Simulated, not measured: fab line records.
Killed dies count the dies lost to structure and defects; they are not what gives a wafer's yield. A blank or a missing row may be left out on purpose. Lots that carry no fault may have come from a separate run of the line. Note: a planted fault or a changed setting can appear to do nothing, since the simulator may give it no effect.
fab line records -- flow sky130
[record] lots = 13, wafers = 39, last-day = 50
route steps=708 shown SPACER@305 SD_N@350 CONTACT@410 VIA1@472
lots that met no fault: taken from a fault-free run of the same line
start-h: start of the lot's first displayed wafer, in hours after the record's first day -- wait-h: how many hours have passed since the lot's step before this one -- " as in the row above -- L1.1+2: several wafers, shown together as one row -- - value missing, or start not given -- * or withheld: withheld -- < > ~ a bound
route shown NAME@n: NAME is a module with steps in the file, n the number in the route of the first one -- usual: mean and standard deviation over wafers with no fault -- same: alike in all rows -- chamber/n: place in a boat -- sites: readings site by site -- _std_site: standard deviation across them -- _edge_site: the outer-site mean with the inner-site mean subtracted -- radius-mm: for every site, how far away it sits from the centre of the wafer -- mask NAME#n: copy n -- behind: the last tool/chamber to shape the wafer -- hold: why the lot went on hold/how many hours it stayed there/how the hold came to an end -- device: transistor that didn't switch, given as n, p or np -- end of line: the route-end tests of the same wafers -- a step with no rows: only its recipe -- killed: dies lost to structure and defects at the first sort, not the wafer's yield -- map: the dies of a wafer, with x for killed, . for not killed, _ for no die there
set.NAME: the setting the step ran with; set.NAME@STEP: the setting that earlier step ran with -- model.NAME: the simulator's own value behind a step, which no gauge read
one table for each step of the route and one row for each wafer, over a sample of lots
services: a tool's chamber out of use, with start hour (start-h, from the record's first day; less than 0 if before it), hours out, and reason
[[steps]]
[step SKY_SPACER_THK_MEAS_01]
[recipe] reads = Si3N4_of_SPACER_CVD_00
[usual] SPACER_CVD_00_THK = 42.7/0.47
lot.wafer,tool,chamber,start-h,wait-h,SPACER_CVD_00_THK[nm]
L969.1,film-metro-03,-,531.65,0.0,42.4
L969.3,film-metro-03,-,531.65,0.0,42.7
L969.5,film-metro-03,-,531.65,0.0,42.6
L970.2,film-metro-03,-,534.22,0.0,42.9
L970.3,film-metro-03,-,534.22,0.0,43.5
L970.5,film-metro-03,-,534.22,0.0,43.4
L972.1,film-metro-02,-,555.95,0.0,42.6
L972.5,film-metro-02,-,555.95,0.0,42.7
L972.6,film-metro-02,-,555.95,0.0,42.7
L973.1,film-metro-04,-,562.09,0.0,43.3
L973.3,film-metro-04,-,562.09,0.0,43.2
L973.5,film-metro-04,-,562.09,0.0,43.2
L975.1,film-metro-03,-,608.97,0.0,42.8
L975.2,film-metro-03,-,608.97,0.0,42.6
L975.4,film-metro-03,-,608.97,0.0,42.9
L977.2,film-metro-02,-,608.98,0.0,43.6
L977.5,film-metro-02,-,608.98,0.0,43.7
L977.6,film-metro-02,-,608.98,0.0,43.9
L979.3,film-metro-04,-,609.05,0.1,42.7
L979.5,film-metro-04,-,609.05,0.1,42.8
L979.6,film-metro-04,-,609.05,0.1,42.5
L980.1,film-metro-04,-,628.05,0.0,42.1
L980.5,film-metro-04,-,628.05,0.0,42.2
L980.6,film-metro-04,-,628.05,0.0,42.2
L981.1,film-metro-02,-,634.00,0.0,43.1
L981.3,film-metro-02,-,634.00,0.0,42.6
L981.6,film-metro-02,-,634.00,0.0,42.6
L989.2,film-metro-02,-,695.96,0.0,41.8
L989.3,film-metro-02,-,695.96,0.0,42.0
L989.4,film-metro-02,-,695.96,0.0,41.8
L990.1,film-metro-02,-,700.16,0.0,42.8
L990.4,film-metro-02,-,700.16,0.0,42.6
L990.6,film-metro-02,-,700.16,0.0,42.8
L991.2,film-metro-04,-,706.93,0.0,42.3
L991.3,film-metro-04,-,706.93,0.0,42.2
L991.6,film-metro-04,-,706.93,0.0,42.4
L992.1,film-metro-04,-,711.14,0.0,42.5
L992.2,film-metro-04,-,711.14,0.0,41.9
L992.3,film-metro-04,-,711.14,0.0,42.2
[step SKY_SD_N_OVL_MEAS_08]
[usual] SD_N_OVL = 0.5/1.3
lot.wafer,tool,chamber,start-h,wait-h,SD_N_OVL[nm]
L969.1,overlay-01,-,648.31,0.1,0.0
L969.3,overlay-01,-,648.31,0.1,0.4
L969.5,overlay-01,-,648.31,0.1,0.2
L970.2,overlay-02,-,651.82,0.1,-1.4
L970.3,overlay-02,-,651.82,0.1,0.4
L970.5,overlay-02,-,651.82,0.1,-1.4
L972.1,overlay-02,-,672.06,0.1,-0.4
L972.5,overlay-02,-,672.06,0.1,0.0
L972.6,overlay-02,-,672.06,0.1,0.6
L973.1,overlay-01,-,676.41,0.1,-0.2
L973.3,overlay-01,-,676.41,0.1,0.0
L973.5,overlay-01,-,676.41,0.1,1.2
L975.1,overlay-02,-,721.31,0.1,-0.5
L975.2,overlay-02,-,721.31,0.1,-0.9
L975.4,overlay-02,-,721.31,0.1,-0.4
L977.2,overlay-02,-,722.32,0.1,0.0
L977.5,overlay-02,-,722.32,0.1,0.6
L977.6,overlay-02,-,722.32,0.1,1.8
L979.3,overlay-02,-,724.27,0.1,1.7
L979.5,overlay-02,-,724.27,0.1,3.1
L979.6,overlay-02,-,724.27,0.1,1.9
L980.1,overlay-02,-,739.87,0.1,-0.4
L980.5,overlay-02,-,739.87,0.1,-2.6
L980.6,overlay-02,-,739.87,0.1,-0.1
L981.1,overlay-02,-,743.52,0.1,1.9
L981.3,overlay-02,-,743.52,0.1,1.0
L981.6,overlay-02,-,743.52,0.1,0.0
L989.2,overlay-01,-,804.47,0.1,0.9
L989.3,overlay-01,-,804.47,0.1,0.1
L989.4,overlay-01,-,804.47,0.1,-0.4
L990.1,overlay-02,-,807.12,0.1,1.1
L990.4,overlay-02,-,807.12,0.1,-0.5
L990.6,overlay-02,-,807.12,0.1,0.6
L991.2,overlay-02,-,815.07,0.1,-0.5
L991.3,overlay-02,-,815.07,0.1,1.1
L991.6,overlay-02,-,815.07,0.1,0.6
L992.1,overlay-02,-,819.16,0.1,0.0
L992.2,overlay-02,-,819.16,0.1,-0.5
L992.3,overlay-02,-,819.16,0.1,0.5
[step SKY_CONTACT_CMP_04]
[recipe] material = SiO2, down-force-psi = 4, platen-rpm = 60, pad-velocity-m-s = 0.94248
[usual] head-pressure-psi = 4.001/0.008, motor-current-A = 11.8/0.98, time-to-endpoint-s = 81/3.2
lot.wafer,tool,chamber,start-h,wait-h,head-pressure-psi,motor-current-A,time-to-endpoint-s
L969.3,cmp-01,3,709.14,0.1,3.990,12.6,82
L969.1,cmp-01,1,709.14,0.1,4.008,10.8,80
L969.5,cmp-01,2,709.14,0.1,4.002,12.6,83
L970.3,cmp-01,0,712.32,0.0,4.009,12.1,79
L970.2,cmp-01,1,712.32,0.0,4.006,11.0,80
L970.5,cmp-01,1,712.32,0.0,4.009,11.0,78
L972.1,cmp-02,3,731.31,0.1,4.004,12.9,87
L972.5,cmp-02,1,731.31,0.1,4.003,10.5,85
L972.6,cmp-02,2,731.31,0.1,4.019,11.0,84
L973.1,cmp-01,0,736.58,0.1,3.994,12.1,83
L973.3,cmp-01,1,736.58,0.1,3.991,10.6,79
L973.5,cmp-01,0,736.58,0.1,4.000,12.5,76
L975.2,cmp-01,2,779.27,0.0,3.997,12.6,77
L975.4,cmp-01,3,779.27,0.0,4.003,12.9,77
L975.1,cmp-01,1,779.27,0.0,4.002,10.8,74
L977.2,cmp-02,3,781.41,0.2,3.988,13.6,78
L977.6,cmp-02,0,781.41,0.2,3.999,11.2,77
L977.5,cmp-02,1,781.41,0.2,4.005,11.0,85
L979.3,cmp-01,1,782.24,0.0,3.223,8.9,97
L979.6,cmp-01,1,782.24,0.0,3.224,9.0,100
L979.5,cmp-01,2,782.24,0.0,3.237,10.7,97
L980.1,cmp-02,0,797.02,0.2,3.999,11.2,79
L980.6,cmp-02,1,797.02,0.2,3.998,10.3,81
L980.5,cmp-02,2,797.02,0.2,3.999,10.5,81
L981.3,cmp-01,1,801.71,0.1,3.238,9.1,97
L981.1,cmp-01,2,801.71,0.1,3.225,11.6,100
L981.6,cmp-01,3,801.71,0.1,3.220,10.3,101
L989.2,cmp-01,2,861.00,0.0,3.997,12.4,80
L989.4,cmp-01,0,861.00,0.0,3.996,12.5,82
L989.3,cmp-01,1,861.00,0.0,4.002,10.5,81
L990.1,cmp-01,2,863.80,0.1,4.007,12.7,82
L990.4,cmp-01,3,863.80,0.1,4.000,12.3,83
L990.6,cmp-01,2,863.80,0.1,4.009,13.0,82
L991.3,cmp-01,2,872.28,0.1,3.986,12.6,77
L991.2,cmp-01,1,872.28,0.1,4.005,10.7,79
L991.6,cmp-01,2,872.28,0.1,3.987,12.2,78
L992.3,cmp-01,3,875.92,0.0,4.015,12.0,88
L992.1,cmp-01,0,875.92,0.0,3.993,12.4,83
L992.2,cmp-01,1,875.92,0.0,3.994,10.8,83
[step SKY_VIA1_ETCH_14]
[recipe] chemistry = N2/H2, target = BARC, ion-energy-ev = 200, source-w = 500, bias-w = 100, pressure-mtorr = 30, n2-flow-sccm = 100, h2-flow-sccm = 200, stop-on = SiO2, time-s = 45.9, target-depth-a = 600
[usual] drypump-motor-current-A = 5.5/0.39, oes-product-au = 0.856/0.0048, rf-fwd-power-W = 494.6/2.5, throttle-valve-pct = 13.225/0.0089
lot.wafer,tool,chamber,start-h,wait-h,drypump-motor-current-A,oes-product-au,rf-fwd-power-W,rf-hours-counter-h,throttle-valve-pct
L969.1,rie-diel-01,3,793.67,0.0,5.6,0.858,493.0,14,13.230
L969.3,rie-diel-01,1,793.67,0.0,4.9,0.853,492.1,7,13.249
L969.5,rie-diel-01,0,793.67,0.0,5.7,0.857,496.0,-,13.230
L970.2,rie-diel-04,3,797.75,0.0,5.3,0.848,494.6,5,13.223
L970.3,rie-diel-04,0,797.75,0.0,4.8,0.855,495.5,10,13.231
L970.5,rie-diel-04,2,797.75,0.0,5.9,0.861,492.1,-,13.226
L972.1,rie-diel-04,1,814.65,0.0,5.5,0.853,497.4,11,13.228
L972.5,rie-diel-04,1,814.65,0.0,5.5,0.848,499.0,-,13.212
L972.6,rie-diel-04,2,814.65,0.0,5.8,0.858,491.0,-,13.224
L973.1,rie-diel-01,1,819.85,0.0,4.8,0.860,490.4,8,13.236
L973.3,rie-diel-01,2,819.85,0.0,5.9,0.859,499.0,15,13.235
L973.5,rie-diel-01,2,819.85,0.0,5.9,0.858,498.1,-,13.221
L975.1,rie-diel-01,0,862.35,0.0,5.7,0.849,496.7,16,13.217
L975.2,rie-diel-01,3,862.35,0.0,5.6,0.857,496.1,16,13.226
L975.4,rie-diel-01,1,862.35,0.0,4.9,0.857,490.5,9,13.227
L977.2,rie-diel-01,2,863.70,0.0,5.9,0.849,495.3,16,13.237
L977.5,rie-diel-01,3,863.70,0.0,5.6,0.867,491.1,-,13.222
L977.6,rie-diel-01,2,863.70,0.0,5.8,0.849,498.0,-,13.224
L979.3,rie-diel-04,2,865.35,0.0,5.8,0.855,493.3,3,13.227
L979.5,rie-diel-04,1,865.35,0.0,5.5,0.861,497.9,-,13.209
L979.6,rie-diel-04,0,865.35,0.0,4.8,0.853,493.5,-,13.221
L980.1,rie-diel-04,3,879.10,0.0,5.3,0.861,493.5,7,13.224
L980.5,rie-diel-04,3,879.10,0.0,5.3,0.851,490.2,-,13.210
L980.6,rie-diel-04,2,879.10,0.0,5.9,0.848,489.8,-,13.222
L981.1,rie-diel-03,3,883.40,0.0,5.4,0.860,494.5,16,13.241
L981.3,rie-diel-03,0,883.40,0.0,5.1,0.860,491.6,2,13.224
L981.6,rie-diel-03,0,883.40,0.0,5.1,0.852,492.6,-,13.231
L989.2,rie-diel-03,0,944.15,0.0,5.1,0.845,490.1,3,13.213
L989.3,rie-diel-03,2,944.15,0.0,6.1,0.862,499.6,6,13.244
L989.4,rie-diel-03,3,944.15,0.0,5.4,0.868,495.8,19,13.215
L990.1,rie-diel-03,3,947.12,0.0,5.4,0.856,495.4,19,13.232
L990.4,rie-diel-03,0,947.12,0.0,5.0,0.858,495.8,3,13.224
L990.6,rie-diel-03,3,947.12,0.0,5.4,0.859,496.1,-,13.218
L991.2,rie-diel-03,0,953.62,0.0,5.1,0.857,493.5,3,13.233
L991.3,rie-diel-03,1,953.62,0.0,5.6,0.847,493.1,2,13.247
L991.6,rie-diel-03,2,953.62,0.0,6.1,0.855,496.4,-,13.227
L992.1,rie-diel-03,0,956.27,0.0,5.0,0.865,490.0,4,13.204
L992.2,rie-diel-03,2,956.27,0.0,6.1,0.854,497.0,7,13.216
L992.3,rie-diel-03,3,956.27,0.0,5.4,0.849,494.5,19,13.223
[[services]]
tool,chamber,start-h,hours,kind
rie-diel-04,3,692.17,5.1,repair
cmp-01,-,696.49,5.8,repair
rie-diel-03,1,702.08,55.6,repair
rie-diel-01,0,715.56,3.7,repair
rie-diel-01,0,719.49,8.3,repair
cmp-01,-,722.53,5.2,pm
cmp-02,-,744.00,4.0,pm
rie-diel-04,2,752.19,2.8,repair
cmp-02,-,752.54,1.6,repair
rie-diel-04,0,772.54,15.9,repair
rie-diel-03,1,785.65,4.7,repair
cmp-01,-,785.94,0.7,repair
rie-diel-01,0,816.82,8.3,repair
rie-diel-04,0,841.54,22.2,repair
cmp-02,-,851.36,11.3,repair
rie-diel-03,1,863.55,5.5,repair
cmp-02,-,870.86,1.5,repair
rie-diel-01,1,888.62,16.4,repair
cmp-01,-,889.07,2.8,repair
cmp-02,-,895.24,4.6,pm
rie-diel-03,2,901.69,3.1,repair
cmp-01,-,917.69,4.0,pm
rie-diel-03,0,917.70,12.1,repair
cmp-01,-,937.71,2.2,repair
[[key]]
[first-sign] step = SKY_CONTACT_CMP_04, reading = head-pressure-psi, direction = down, sigmas = 96, usual = 4.001, struck = 3.228
[effect] step = SKY_CONTACT_CMP_04, reading = time-to-endpoint-s, direction = up, sigmas = 5.6, usual = *, struck = *
met-at SKY_CONTACT_CMP_04
struck-lots L979,L981
tester-left-out L979,L981
not-acting-at SKY_SPACER_THK_MEAS_01,SKY_SD_N_OVL_MEAS_08,SKY_VIA1_ETCH_14
onset-between 779.27 782.24
[fault] kind = process-parameter-drift, tool = cmp-01, chamber = -, onset-h = 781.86, steps = SKY_CONTACT_CMP_04, channel = down-force-psi, offset = -0.77219, shape = step, end-h = 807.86, acts-in = these-recipes-only, stated = 4
// tester-left-out: of these lots the tester's yield and bins aren't shown, on N5 and GAA mostly nor the transistor test; their killed dies are dies lost to structure and defects alone, not to doping, threshold or leakage, so they don't give the yield
